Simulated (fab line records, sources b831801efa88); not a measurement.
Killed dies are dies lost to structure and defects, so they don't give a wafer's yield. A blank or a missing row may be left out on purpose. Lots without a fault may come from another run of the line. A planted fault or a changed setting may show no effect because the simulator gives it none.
A struck lot beside a sound one | flow sfq_line | 24 steps out of a route of 325
Sound: wafers L228.2, L228.3, L228.6. Struck: wafers L238.2, L238.3, L238.4. The cause comes at the end.
At each step with rows: each side's tool, then ch and its chambers, then its first start. Under that, the readings that differ: sound wafers | struck wafers | difference of the means | sigmas: that difference in standard deviations of wafers without a fault.
alike: readings whose means differ by less than 2 such deviations, and words and numbers that are the same on both sides. not compared: withheld readings, readings that some wafer has no value for, bounds like >300 that may hide the same value, and numbers for which the record gives no deviation and whose values overlap.
The two part at a step that has a row with sigmas, a row that says differs or no value, or rows on one side only. Numbers that don't overlap but have no deviation are shown without sigmas and don't part them. A reading that every wafer of one side lacks parts them only if that side has two wafers or more.

first, 2 steps without rows for these wafers: SFQ_TRILAYER_C5_STRIP_SOLV_CLEAN_156 (cleans in NMP, time 600 s); SFQ_TRILAYER_M6_DEP_PRE_CLEAN_158 (time 22.5 s).
SFQ_TRILAYER_M6_DEP_SPUTTER_157: material Nb, target thk 200 nm, time 133.3 s.
  sound on pvd_sputter-06, day 75 21:43; struck on pvd_sputter-05, day 81 11:06
  alike: base_pressure_pa, throttle_valve_pct
SFQ_M6_RS_MEAS_938: measures by four-point-probe.
  sound on film_metro-02, day 75 21:49; struck on film_metro-02, day 81 11:13
  alike: M6_NB_RS
then, 6 steps without rows for these wafers: SFQ_TRILAYER_M6_LITHO_COAT_164 (resist thk 62 nm); SFQ_TRILAYER_M6_LITHO_COAT_159 (resist thk 600 nm); SFQ_TRILAYER_M6_LITHO_SOFTBAKE_163; SFQ_TRILAYER_M6_LITHO_EXPOSE_160 (exposes mask M6, target cd 500 nm); SFQ_TRILAYER_M6_LITHO_PEB_162 (peb time 60 s); SFQ_TRILAYER_M6_LITHO_DEVELOP_161 (time 60 s).
-- the record jumps here: 5 days lie between the struck wafers' starts before and after --
SFQ_M6_OVL_MEAS_940:
  sound on overlay-01, day 80 10:03; struck on overlay-01, day 86 06:43
  reading     | sound    | struck | difference | sigmas
  M6_OVL (nm) | -6 -4 -9 | 11 3 7 | +13        | +2
SFQ_TRILAYER_M6_BARC_OPEN_METAL_ETCH_206: etches BARC in O2, target depth 125 nm, time 41.7 s.
  sound on rie_metal-04 ch 0,1, day 80 10:05; struck on rie_metal-01 ch 0,1, day 86 06:45
  no value came back on the struck wafers for any of 5 readings (bias_w (W), chamber_pressure_mTorr (mTorr) and others); on the sound wafers bias_w (W) reads 79.82 80.24 79.80
  reading                                             | sound             | struck            | difference | sigmas
  model.KrF_of_TRILAYER_M6_LITHO_COAT_159.thk_nm (nm) | 523.3 521.7 521.7 | 574.4 575.9 574.6 | +52.7      |
  not compared: rf_hours_counter_h
SFQ_TRILAYER_M6_ETCH_METAL_ETCH_162: etches Nb in Cl2/Ar, stops on SiO2, target depth 240 nm, time 120 s.
  sound on rie_metal-04 ch 0,1, day 80 10:08; struck on rie_metal-01 ch 0,1, day 86 06:49
  reading                                             | sound             | struck            | difference | sigmas
  drypump_motor_current_A (A)                         | 6.7 6.1 6.7       | 5.5 5.9 5.5       | -0.9       | -2
  oes_product_au (a.u.)                               | 0.909 0.897 0.905 | 0.370 0.375 0.372 | -0.531     | -83
  model.KrF_of_TRILAYER_M6_LITHO_COAT_159.thk_nm (nm) | 379.8 381.4 377.3 | 433.1 433.3 434.8 | +54.2      |
  alike: bias_w, chamber_pressure_mTorr
  not compared: rf_hours_counter_h
SFQ_TRILAYER_M6_STRIP_STRIP_163: strips in O2.
  sound on rie_metal-04 ch 0,1, day 80 10:16; struck on rie_metal-01 ch 0,1, day 86 06:56
  reading                     | sound             | struck            | difference | sigmas
  drypump_motor_current_A (A) | 6.7 6.1 6.7       | 5.4 5.9 5.5       | -0.9       | -2
  oes_product_au (a.u.)       | 1.028 1.013 1.016 | 0.984 1.008 0.991 | -0.025     | -3
  not compared: rf_hours_counter_h
then, 1 step without rows for these wafers: SFQ_TRILAYER_M6_STRIP_SOLV_CLEAN_164 (cleans in NMP, time 600 s).
SFQ_TRILAYER_I6_DEP_PECVD_165: deposits SiO2 from SiH4/N2O, time 111.11 s, target thk 500 nm.
  sound on pecvd-04 ch 0,1,2, day 80 11:02; struck on pecvd-04 ch 0,2, day 86 07:43
  alike: heater_power_w, susceptor_temp_C, throttle_valve_pct
  not compared: since_wet_clean_h
SFQ_TRILAYER_I6_CMP_CMP_166: polishes SiO2.
  sound on cmp-02 ch 2,3, day 80 11:07; struck on cmp-01 ch 0,1,3, day 86 07:47
  alike: motor_current_A, time_to_endpoint_s
SFQ_I6_BOW_MEAS_941:
  sound on film_metro-04, day 80 14:08; struck on film_metro-03, day 86 10:49
  alike: I6_BOW
SFQ_TRILAYER_I6_METRO_MEASURE_167:
  sound on film_metro-04, day 80 14:26; struck on film_metro-03, day 86 11:07
  alike: thk_nm
then, 3 steps without rows for these wafers: SFQ_TRILAYER_I6_VIA_LITHO_COAT_174 (resist thk 62 nm); SFQ_TRILAYER_I6_VIA_LITHO_COAT_169 (resist thk 650 nm); SFQ_TRILAYER_I6_VIA_LITHO_SOFTBAKE_173.
-- the record jumps here: 3 days lie between the struck wafers' starts before and after --
SFQ_TRILAYER_I6_VIA_LITHO_EXPOSE_170: exposes mask I6, target cd 700 nm.
  sound on krf_scanner-01 ch 0, day 85 05:17; struck on krf_scanner-01, day 89 18:11
  no value came back on the struck wafers for exposure_dose_mJ_cm2, focus_offset_nm (nm), stage_vel_mm_s (mm/s); on the sound wafers exposure_dose_mJ_cm2 reads 21.288 21.311 21.296
  alike: mask
then, 1 step without rows for these wafers: SFQ_TRILAYER_I6_VIA_LITHO_PEB_172 (peb time 60 s).

WHERE THEY PART
First at SFQ_M6_OVL_MEAS_940; last, within this record, at SFQ_TRILAYER_I6_VIA_LITHO_EXPOSE_170.

WHY: what the simulator had put in
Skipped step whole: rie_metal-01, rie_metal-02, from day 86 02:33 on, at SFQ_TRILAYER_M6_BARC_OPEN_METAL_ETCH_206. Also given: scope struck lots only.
